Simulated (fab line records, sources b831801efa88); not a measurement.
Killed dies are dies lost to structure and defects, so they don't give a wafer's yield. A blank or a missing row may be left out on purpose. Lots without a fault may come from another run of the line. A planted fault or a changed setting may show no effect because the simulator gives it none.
Which tool did it? | flow gf180mcu | 13 lots, 39 wafers sampled, at 3 steps of a route of 602

WHAT THE GAUGES READ, wafer by wafer
GF_V3_BOW_MEAS_05. Usual: V3_BOW 120 um, standard deviation 9.2.
lot  | measured     | on            | V3_BOW (um) | flag
L418 | day 22 04:01 | film_metro-03 | 133 131 128 |
L419 | day 22 19:02 | film_metro-02 | 125 114 124 |
L422 | day 23 13:52 | film_metro-01 | 110 124 111 |
L423 | day 23 23:41 | film_metro-01 | 124 117 108 |
L424 | day 24 06:35 | film_metro-02 | 123 126 124 |
L425 | day 24 13:43 | film_metro-02 | 109 119 110 |
L427 | day 25 05:35 | film_metro-02 | 131 118 136 |
L428 | day 25 11:39 | film_metro-03 | 138 135 144 |
L429 | day 25 17:22 | film_metro-03 | 114 122 125 |
L430 | day 26 09:24 | film_metro-02 | 115 119 117 |
L432 | day 26 22:20 | film_metro-03 | 113 106 107 |
L434 | day 27 10:50 | film_metro-03 | 110 118 118 |
L439 | day 29 01:08 | film_metro-01 | 106 105 101 |

GF_M4_OVL_MEAS_15. Usual: M4_OVL 1 nm, standard deviation 5.2.
lot  | measured     | on         | M4_OVL (nm) | flag
L418 | day 24 02:52 | overlay-02 | -2 7 6      |
L419 | day 24 17:58 | overlay-01 | -11 2 -3    |
L422 | day 25 11:46 | overlay-01 | 6 0 1       |
L423 | day 25 21:15 | overlay-02 | 0 2 3       |
L424 | day 26 03:56 | overlay-01 | 6 -2 4      |
L425 | day 26 09:43 | overlay-01 | 14 14 3     |
L427 | day 27 00:52 | overlay-02 | 1 3 0       |
L428 | day 27 05:46 | overlay-01 | 5 8 1       |
L429 | day 27 12:13 | overlay-01 | 4 3 2       |
L430 | day 28 02:24 | overlay-02 | 6 -1 -2     |
L432 | day 28 21:18 | overlay-02 | -2 0 -3     |
L434 | day 29 02:27 | overlay-01 | -1 7 0      |
L439 | day 30 15:07 | overlay-01 | -2 -9 -3    |

WHICH TOOL RAN EACH LOT (tool, then ch and the chambers of the sampled wafers, then the start)
lot  | GF_M4_EXPOSE_11
L418 | krf_scanner-02 ch 0, day 23 16:23
L419 | krf_scanner-01 ch 0, day 24 06:22
L422 | krf_scanner-02 ch 0, day 25 01:13
L423 | krf_scanner-01 ch 0, day 25 10:13
L424 | krf_scanner-01 ch 0, day 25 17:52
L425 | krf_scanner-02 ch 0, day 25 23:12
L427 | krf_scanner-01 ch 0, day 26 15:06
L428 | krf_scanner-01 ch 0, day 26 20:10
L429 | krf_scanner-02 ch 0, day 27 02:06
L430 | krf_scanner-02 ch 0, day 27 17:21
L432 | krf_scanner-02 ch 0, day 28 06:38
L434 | krf_scanner-02 ch 0, day 28 18:01
L439 | krf_scanner-02 ch 0, day 30 05:25
- GF_M4_EXPOSE_11: exposes mask Metal4, target cd 280 nm.

WHAT THE TOOLS THEMSELVES READ (means of the sampled wafers that have a number; where no wafer has one, the mark that the record gives instead)
GF_M4_EXPOSE_11. Usual: exposure_dose_mJ_cm2 28.002, standard deviation 0.026; stage_vel_mm_s 499.95 mm/s, standard deviation 0.24.
lot  | tool           | exposure_dose_mJ_cm2 | stage_vel_mm_s (mm/s) | flag
L418 | krf_scanner-02 | 28.004               | 500.03                |
L419 | krf_scanner-01 | 27.991               | 499.92                |
L422 | krf_scanner-02 | 27.999               | 499.57                |
L423 | krf_scanner-01 | 28.555               | 499.99                | OFF
L424 | krf_scanner-01 | 28.564               | 500.26                | OFF
L425 | krf_scanner-02 | 27.953               | 500.10                |
L427 | krf_scanner-01 | 28.331               | 499.85                | OFF
L428 | krf_scanner-01 | 28.350               | 499.88                | OFF
L429 | krf_scanner-02 | 27.992               | 499.81                |
L430 | krf_scanner-02 | 28.014               | 500.25                |
L432 | krf_scanner-02 | 28.029               | 499.87                |
L434 | krf_scanner-02 | 27.990               | 500.14                |
L439 | krf_scanner-02 | 28.020               | 500.10                |

THE ANSWER, worked out from the rows above alone
Rule: a lot is off if the mean of its wafers that have a number lies more than 3 standard deviations from the usual mean. A lot without any number at a reading at which 4 lots or more have one is off too. The other lots that the step has rows for count as sound. The gauges are gone through in route order, then the tools' own readings, and for those a lot's mean is taken as printed above. The first step at which some lot is off is used, and at that step the reading that is off furthest; a lot without a number counts as furthest.
Off: L423, L424, L427, L428, at GF_M4_EXPOSE_11 (exposure_dose_mJ_cm2).
A tool fits if, at that step or a process step before it, it ran every lot that is off, and no sound lot after the first of them. One fits: krf_scanner-01 at GF_M4_EXPOSE_11. Its last sound lot is L419 (day 24 06:22), its first lot that is off L423 (day 25 10:13): a fault that began between those two fits.
The tool's own readings at GF_M4_EXPOSE_11 bear it out: on the lots that are off they differ by more than 5 times the standard deviation of the sound lots' means. exposure_dose_mJ_cm2 reads 28.450 there against 27.999 on the sound lots.

WHAT THE SIMULATOR HAD PUT IN
Process parameter drift: krf_scanner-01, from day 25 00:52 on, at GF_M4_EXPOSE_11. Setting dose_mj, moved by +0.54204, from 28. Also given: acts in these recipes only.
Lots struck among those shown: L423, L424, L427, L428. The rule above found the same.
